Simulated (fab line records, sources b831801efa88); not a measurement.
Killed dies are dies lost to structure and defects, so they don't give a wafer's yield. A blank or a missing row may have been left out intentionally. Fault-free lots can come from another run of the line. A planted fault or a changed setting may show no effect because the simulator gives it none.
One fault seen from 2 desks + flow gf180mcu + what lay behind the numbers comes last; until then each desk has only its own

THE TOOL OWNER'S DESK: pvdSputter-01
The tool's own readings at GF_M1_SPUTTER_02 (material AlCu, target thk 450 nm, time 23.9 s): means of the sampled wafers that have a number, for each lot that ran on this tool. A lot is out of limits, marked OUT, if its mean lies more than 4 standard deviations from the usual mean; the brackets give that distance.
Columns: A = throttleValvePct at GF_M1_SPUTTER_02, usual 31.0 %
| lot  | first seen here | A    |
|------|-----------------|------|
| L892 | day 16 13:57    | 31.7 |
| L894 | day 17 03:05    | 31.6 |
| L901 | day 19 11:20    | 31.9 |
| L904 | day 20 15:34    | 31.6 |
| L913 | day 23 23:23    | 30.6 |
This desk found nothing out of limits on any of the 5 lots.

FROM THE METROLOGY DESK
Means of the sampled wafers that have a number, per lot and without regard to the tool the lot ran on: this is what the gauges read. A lot is out of limits, marked OUT, if its mean lies more than 4 standard deviations from the usual mean; the brackets give that distance.
Columns: A = M1_ALCU_RS at GF_M1_RS_MEAS_05, usual 0.0695 ohm/sq
| lot  | first seen here | A                |
|------|-----------------|------------------|
| L892 | day 16 14:04    | 0.0698           |
| L893 | day 16 16:35    | 0.0699           |
| L894 | day 17 03:10    | 0.0693           |
| L898 | day 18 08:16    | 0.0702           |
| L901 | day 19 11:26    | 0.1144 (+69) OUT |
| L904 | day 20 15:39    | 0.1137 (+68) OUT |
| L906 | day 21 07:53    | 0.0695           |
| L911 | day 23 01:32    | 0.0700           |
| L912 | day 23 06:30    | 0.0686           |
| L913 | day 23 23:31    | 0.0698           |
| L914 | day 24 01:34    | 0.0685           |
| L915 | day 24 07:12    | 0.0695           |
Finding of this desk: L901, L904 out of limits, first seen on L901 at day 19 11:26 (M1_ALCU_RS at GF_M1_RS_MEAS_05). Within limits: L892, L893, L894, L898, L906, L911, L912, L913, L914, L915.

ALL TOGETHER
The metrology desk could have raised an alarm at day 19 11:26, on L901, L904.
The tool owner's desk saw nothing out of limits.
Tool owner's desk: L901, L904 on record, inside its limits.
All the named lots went through GF_M1_SPUTTER_02 on pvdSputter-01.

WHAT THE SIMULATOR HAD PUT IN
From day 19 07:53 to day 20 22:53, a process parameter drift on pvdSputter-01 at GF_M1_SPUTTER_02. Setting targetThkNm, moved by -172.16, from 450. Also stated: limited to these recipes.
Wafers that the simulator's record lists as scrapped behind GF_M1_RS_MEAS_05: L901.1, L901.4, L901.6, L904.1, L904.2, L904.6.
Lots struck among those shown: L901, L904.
Time in hours between the start of the fault and the first out-of-limits reading at each desk: metrology desk, 4.
